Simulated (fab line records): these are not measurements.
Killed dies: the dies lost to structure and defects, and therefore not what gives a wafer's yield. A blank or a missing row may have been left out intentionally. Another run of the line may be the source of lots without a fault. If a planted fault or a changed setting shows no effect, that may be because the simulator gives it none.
Which tool did it? || flow sky130 || Sampling: 12 lots, 35 wafers, 5 of 708 route steps

WHAT THE GAUGES READ, wafer by wafer
SKY_POLY_GATE_OVL_MEAS_14. Usual: POLY_GATE_OVL typically reads -4 nm, with standard deviation 5.7.
{"lot": "L950", "measured": "day 16 10:50", "on": "overlay-02", "POLY_GATE_OVL (nm)": "-8 -9 -10", "flag": ""}
{"lot": "L952", "measured": "day 17 00:12", "on": "overlay-01", "POLY_GATE_OVL (nm)": "5 -3 1", "flag": ""}
{"lot": "L954", "measured": "day 18 01:38", "on": "overlay-01", "POLY_GATE_OVL (nm)": "-6 -3 -1", "flag": ""}
{"lot": "L958", "measured": "day 19 02:17", "on": "overlay-02", "POLY_GATE_OVL (nm)": "-7 -7 -1", "flag": ""}
{"lot": "L959", "measured": "day 19 15:50", "on": "overlay-02", "POLY_GATE_OVL (nm)": "1 3 1", "flag": ""}
{"lot": "L960", "measured": "day 20 07:52", "on": "overlay-01", "POLY_GATE_OVL (nm)": "-9 -8 -10", "flag": ""}
{"lot": "L961", "measured": "day 21 00:24", "on": "overlay-01", "POLY_GATE_OVL (nm)": "-5 -16 -10", "flag": ""}
{"lot": "L963", "measured": "day 21 13:59", "on": "overlay-02", "POLY_GATE_OVL (nm)": "-3 -9", "flag": ""}
{"lot": "L970", "measured": "day 23 21:05", "on": "overlay-01", "POLY_GATE_OVL (nm)": "-3 0 -4", "flag": ""}
{"lot": "L971", "measured": "day 24 22:02", "on": "overlay-01", "POLY_GATE_OVL (nm)": "7 6 9", "flag": ""}
{"lot": "L973", "measured": "day 24 22:08", "on": "overlay-02", "POLY_GATE_OVL (nm)": "3 11 1", "flag": ""}
{"lot": "L972", "measured": "day 24 23:05", "on": "overlay-02", "POLY_GATE_OVL (nm)": "-3 -3 -9", "flag": ""}

SKY_POLY_GATE_THK_MEAS_21. Usual: POLY_GATE_OXIDATION_THK typically reads 3.96 nm, with standard deviation 0.082.
{"lot": "L950", "measured": "day 16 13:08", "on": "film-metro-01", "POLY_GATE_OXIDATION_THK (nm)": "3.95 3.95 3.94", "flag": ""}
{"lot": "L952", "measured": "day 17 01:56", "on": "film-metro-01", "POLY_GATE_OXIDATION_THK (nm)": "4.01 3.98 4.03", "flag": ""}
{"lot": "L954", "measured": "day 18 03:28", "on": "film-metro-04", "POLY_GATE_OXIDATION_THK (nm)": "4.09 4.07 4.08", "flag": ""}
{"lot": "L958", "measured": "day 19 04:43", "on": "film-metro-04", "POLY_GATE_OXIDATION_THK (nm)": "3.99 3.99 3.95", "flag": ""}
{"lot": "L959", "measured": "day 19 19:27", "on": "film-metro-01", "POLY_GATE_OXIDATION_THK (nm)": "3.93 3.98 3.90", "flag": ""}
{"lot": "L960", "measured": "day 20 09:56", "on": "film-metro-01", "POLY_GATE_OXIDATION_THK (nm)": "4.04 3.99 4.09", "flag": ""}
{"lot": "L961", "measured": "day 21 02:05", "on": "film-metro-02", "POLY_GATE_OXIDATION_THK (nm)": "3.87 3.89 3.94", "flag": ""}
{"lot": "L963", "measured": "day 21 15:41", "on": "film-metro-02", "POLY_GATE_OXIDATION_THK (nm)": "3.89 3.82", "flag": ""}
{"lot": "L970", "measured": "day 23 22:57", "on": "film-metro-01", "POLY_GATE_OXIDATION_THK (nm)": "4.03 4.00 4.05", "flag": ""}
{"lot": "L971", "measured": "day 25 00:33", "on": "film-metro-02", "POLY_GATE_OXIDATION_THK (nm)": "3.94 4.03 4.01", "flag": ""}
{"lot": "L973", "measured": "day 25 00:33", "on": "film-metro-01", "POLY_GATE_OXIDATION_THK (nm)": "3.89 3.90 3.86", "flag": ""}
{"lot": "L972", "measured": "day 25 00:46", "on": "film-metro-04", "POLY_GATE_OXIDATION_THK (nm)": "3.95 3.89 3.92", "flag": ""}

SKY_LDD_P_CD_MEAS_07: target cd 380 nm. Usual: 379.9 nm for cd-nm, sd 2.3.
{"lot": "L950", "measured": "day 19 00:50", "on": "cd-sem-01", "cd-nm (nm)": "378.3 376.9 377.4", "flag": ""}
{"lot": "L952", "measured": "day 19 14:28", "on": "cd-sem-02", "cd-nm (nm)": "376.6 377.2 379.9", "flag": ""}
{"lot": "L954", "measured": "day 20 18:04", "on": "cd-sem-01", "cd-nm (nm)": "380.4 379.3 380.9", "flag": ""}
{"lot": "L958", "measured": "day 21 18:50", "on": "cd-sem-01", "cd-nm (nm)": "379.2 378.6 378.0", "flag": ""}
{"lot": "L959", "measured": "day 22 09:19", "on": "cd-sem-02", "cd-nm (nm)": "377.8 381.4 379.7", "flag": ""}
{"lot": "L960", "measured": "day 22 23:59", "on": "cd-sem-02", "cd-nm (nm)": "378.3 380.4 378.8", "flag": ""}
{"lot": "L961", "measured": "day 23 16:09", "on": "cd-sem-01", "cd-nm (nm)": "384.3 382.0 382.8", "flag": ""}
{"lot": "L963", "measured": "day 24 04:39", "on": "cd-sem-01", "cd-nm (nm)": "378.7 379.3", "flag": ""}
{"lot": "L970", "measured": "day 26 10:51", "on": "cd-sem-01", "cd-nm (nm)": "380.4 379.5 380.2", "flag": ""}
{"lot": "L971", "measured": "day 27 12:07", "on": "cd-sem-01", "cd-nm (nm)": "376.7 377.2 377.1", "flag": ""}
{"lot": "L973", "measured": "day 27 11:13", "on": "cd-sem-02", "cd-nm (nm)": "380.2 379.1 383.9", "flag": ""}
{"lot": "L972", "measured": "day 27 12:29", "on": "cd-sem-02", "cd-nm (nm)": "381.5 382.6 380.8", "flag": ""}

EACH LOT AND THE TOOL THAT RAN IT (in order: tool; ch and the chambers of the sampled wafers; start)
{"lot": "L950", "SKY_POLY_GATE_ETCH_17": "rie-si-02 ch 0,1,3, day 16 11:04", "SKY_POLY_GATE_STRIP_18": "plasma-asher-02 ch 0,1, day 16 11:07"}
{"lot": "L952", "SKY_POLY_GATE_ETCH_17": "rie-si-01 ch 1,2,3, day 17 00:25", "SKY_POLY_GATE_STRIP_18": "plasma-asher-01 ch 0,1, day 17 00:30"}
{"lot": "L954", "SKY_POLY_GATE_ETCH_17": "rie-si-02 ch 0,3, day 18 01:51", "SKY_POLY_GATE_STRIP_18": "plasma-asher-03 ch 0,1, day 18 01:55"}
{"lot": "L958", "SKY_POLY_GATE_ETCH_17": "rie-si-02 ch 1,2,3, day 19 02:30", "SKY_POLY_GATE_STRIP_18": "plasma-asher-01 ch 0,1, day 19 02:34"}
{"lot": "L959", "SKY_POLY_GATE_ETCH_17": "rie-si-02 ch 0,1,3, day 19 16:04", "SKY_POLY_GATE_STRIP_18": "plasma-asher-01 ch 0,1, day 19 16:07"}
{"lot": "L960", "SKY_POLY_GATE_ETCH_17": "rie-si-02 ch 0,2,3, day 20 08:04", "SKY_POLY_GATE_STRIP_18": "plasma-asher-02 ch 0,1, day 20 08:08"}
{"lot": "L961", "SKY_POLY_GATE_ETCH_17": "rie-si-02 ch 0,2,3, day 21 00:37", "SKY_POLY_GATE_STRIP_18": "plasma-asher-02 ch 0,1, day 21 00:42"}
{"lot": "L963", "SKY_POLY_GATE_ETCH_17": "rie-si-02 ch 1,2, day 21 14:13", "SKY_POLY_GATE_STRIP_18": "plasma-asher-03 ch 0,1, day 21 14:16"}
{"lot": "L970", "SKY_POLY_GATE_ETCH_17": "rie-si-01 ch 0,1,2, day 23 21:18", "SKY_POLY_GATE_STRIP_18": "plasma-asher-03 ch 0,1, day 23 21:22"}
{"lot": "L971", "SKY_POLY_GATE_ETCH_17": "rie-si-02 ch 1,2, day 24 22:16", "SKY_POLY_GATE_STRIP_18": "plasma-asher-03 ch 0,1, day 24 22:19"}
{"lot": "L973", "SKY_POLY_GATE_ETCH_17": "rie-si-01 ch 0,2, day 24 22:21", "SKY_POLY_GATE_STRIP_18": "plasma-asher-02 ch 0,1, day 24 22:25"}
{"lot": "L972", "SKY_POLY_GATE_ETCH_17": "rie-si-02 ch 1,2,3, day 24 23:18", "SKY_POLY_GATE_STRIP_18": "plasma-asher-02 ch 0,1, day 24 23:22"}
- SKY_POLY_GATE_ETCH_17: etches poly-Si in HBr/Cl2, stops on SiO2, target depth 180 nm, time 70.5 s.
- SKY_POLY_GATE_STRIP_18: strips in O2/N2.

WHAT THE TOOLS THEMSELVES READ (means of the sampled wafers that have a number; where no wafer has one, the mark that the record gives instead)
SKY_POLY_GATE_ETCH_17. Usual: drypump-motor-current-A 6.1 A, standard deviation 0.44; oes-product-au 0.984 a.u., standard deviation 0.0086; throttle-valve-pct 33.683 %, standard deviation 0.0086.
{"lot": "L950", "tool": "rie-si-02", "drypump-motor-current-A (A)": 5.7, "oes-product-au (a.u.)": 0.980, "throttle-valve-pct (%)": 33.684, "flag": ""}
{"lot": "L952", "tool": "rie-si-01", "drypump-motor-current-A (A)": 6.5, "oes-product-au (a.u.)": 0.982, "throttle-valve-pct (%)": 33.681, "flag": ""}
{"lot": "L954", "tool": "rie-si-02", "drypump-motor-current-A (A)": 5.9, "oes-product-au (a.u.)": 0.981, "throttle-valve-pct (%)": 33.680, "flag": ""}
{"lot": "L958", "tool": "rie-si-02", "drypump-motor-current-A (A)": 6.2, "oes-product-au (a.u.)": 0.989, "throttle-valve-pct (%)": 33.675, "flag": ""}
{"lot": "L959", "tool": "rie-si-02", "drypump-motor-current-A (A)": 5.7, "oes-product-au (a.u.)": 0.986, "throttle-valve-pct (%)": 33.675, "flag": ""}
{"lot": "L960", "tool": "rie-si-02", "drypump-motor-current-A (A)": 6.1, "oes-product-au (a.u.)": 0.919, "throttle-valve-pct (%)": 33.684, "flag": "OFF"}
{"lot": "L961", "tool": "rie-si-02", "drypump-motor-current-A (A)": 6.1, "oes-product-au (a.u.)": 0.853, "throttle-valve-pct (%)": 33.680, "flag": "OFF"}
{"lot": "L963", "tool": "rie-si-02", "drypump-motor-current-A (A)": 6.2, "oes-product-au (a.u.)": 0.883, "throttle-valve-pct (%)": 33.685, "flag": "OFF"}
{"lot": "L970", "tool": "rie-si-01", "drypump-motor-current-A (A)": 6.3, "oes-product-au (a.u.)": 0.982, "throttle-valve-pct (%)": 33.689, "flag": ""}
{"lot": "L971", "tool": "rie-si-02", "drypump-motor-current-A (A)": 6.1, "oes-product-au (a.u.)": 0.987, "throttle-valve-pct (%)": 33.682, "flag": ""}
{"lot": "L973", "tool": "rie-si-01", "drypump-motor-current-A (A)": 6.0, "oes-product-au (a.u.)": 0.985, "throttle-valve-pct (%)": 33.679, "flag": ""}
{"lot": "L972", "tool": "rie-si-02", "drypump-motor-current-A (A)": 6.2, "oes-product-au (a.u.)": 0.983, "throttle-valve-pct (%)": 33.679, "flag": ""}

SKY_POLY_GATE_STRIP_18. Usual: drypump-motor-current-A 5.4 A, standard deviation 0.35; oes-product-au 0.361 a.u., standard deviation 0.0051; strip-time-to-endpoint-s 3.16 s, standard deviation 0.043.
{"lot": "L950", "tool": "plasma-asher-02", "drypump-motor-current-A (A)": 5.8, "oes-product-au (a.u.)": 0.360, "strip-time-to-endpoint-s (s)": 3.21, "flag": ""}
{"lot": "L952", "tool": "plasma-asher-01", "drypump-motor-current-A (A)": 5.3, "oes-product-au (a.u.)": 0.356, "strip-time-to-endpoint-s (s)": 3.15, "flag": ""}
{"lot": "L954", "tool": "plasma-asher-03", "drypump-motor-current-A (A)": 5.1, "oes-product-au (a.u.)": 0.359, "strip-time-to-endpoint-s (s)": 3.18, "flag": ""}
{"lot": "L958", "tool": "plasma-asher-01", "drypump-motor-current-A (A)": 5.3, "oes-product-au (a.u.)": 0.358, "strip-time-to-endpoint-s (s)": 3.14, "flag": ""}
{"lot": "L959", "tool": "plasma-asher-01", "drypump-motor-current-A (A)": 5.3, "oes-product-au (a.u.)": 0.358, "strip-time-to-endpoint-s (s)": 3.17, "flag": ""}
{"lot": "L960", "tool": "plasma-asher-02", "drypump-motor-current-A (A)": 5.8, "oes-product-au (a.u.)": 0.350, "strip-time-to-endpoint-s (s)": 3.01, "flag": "OFF"}
{"lot": "L961", "tool": "plasma-asher-02", "drypump-motor-current-A (A)": 5.8, "oes-product-au (a.u.)": 0.351, "strip-time-to-endpoint-s (s)": 2.88, "flag": "OFF"}
{"lot": "L963", "tool": "plasma-asher-03", "drypump-motor-current-A (A)": 5.1, "oes-product-au (a.u.)": 0.357, "strip-time-to-endpoint-s (s)": 3.02, "flag": "OFF"}
{"lot": "L970", "tool": "plasma-asher-03", "drypump-motor-current-A (A)": 5.1, "oes-product-au (a.u.)": 0.360, "strip-time-to-endpoint-s (s)": 3.16, "flag": ""}
{"lot": "L971", "tool": "plasma-asher-03", "drypump-motor-current-A (A)": 5.2, "oes-product-au (a.u.)": 0.363, "strip-time-to-endpoint-s (s)": 3.10, "flag": ""}
{"lot": "L973", "tool": "plasma-asher-02", "drypump-motor-current-A (A)": 5.7, "oes-product-au (a.u.)": 0.361, "strip-time-to-endpoint-s (s)": 3.16, "flag": ""}
{"lot": "L972", "tool": "plasma-asher-02", "drypump-motor-current-A (A)": 5.7, "oes-product-au (a.u.)": 0.357, "strip-time-to-endpoint-s (s)": 3.11, "flag": ""}

THE ANSWER, worked out from the rows above alone
Rule: a lot is off if the mean of its wafers that have a number lies more than 3 standard deviations from the usual mean. A lot without any number at a reading at which 4 lots or more have one is off too. Any other lot the step has rows for is counted as sound. After the gauges, taken in route order, come the tools' own readings; for these a lot's mean is taken, as printed above. The first step at which some lot is off is used, and at that step the reading that is off furthest; a lot without a number counts as furthest.
Off at SKY_POLY_GATE_ETCH_17 (oes-product-au): L960, L961, L963.
A tool fits if, at that step or a process step before it, it ran every lot that is off, and no sound lot after the first of them. Not one of the candidates tried fits.

WHAT WAS PUT IN BY THE SIMULATOR
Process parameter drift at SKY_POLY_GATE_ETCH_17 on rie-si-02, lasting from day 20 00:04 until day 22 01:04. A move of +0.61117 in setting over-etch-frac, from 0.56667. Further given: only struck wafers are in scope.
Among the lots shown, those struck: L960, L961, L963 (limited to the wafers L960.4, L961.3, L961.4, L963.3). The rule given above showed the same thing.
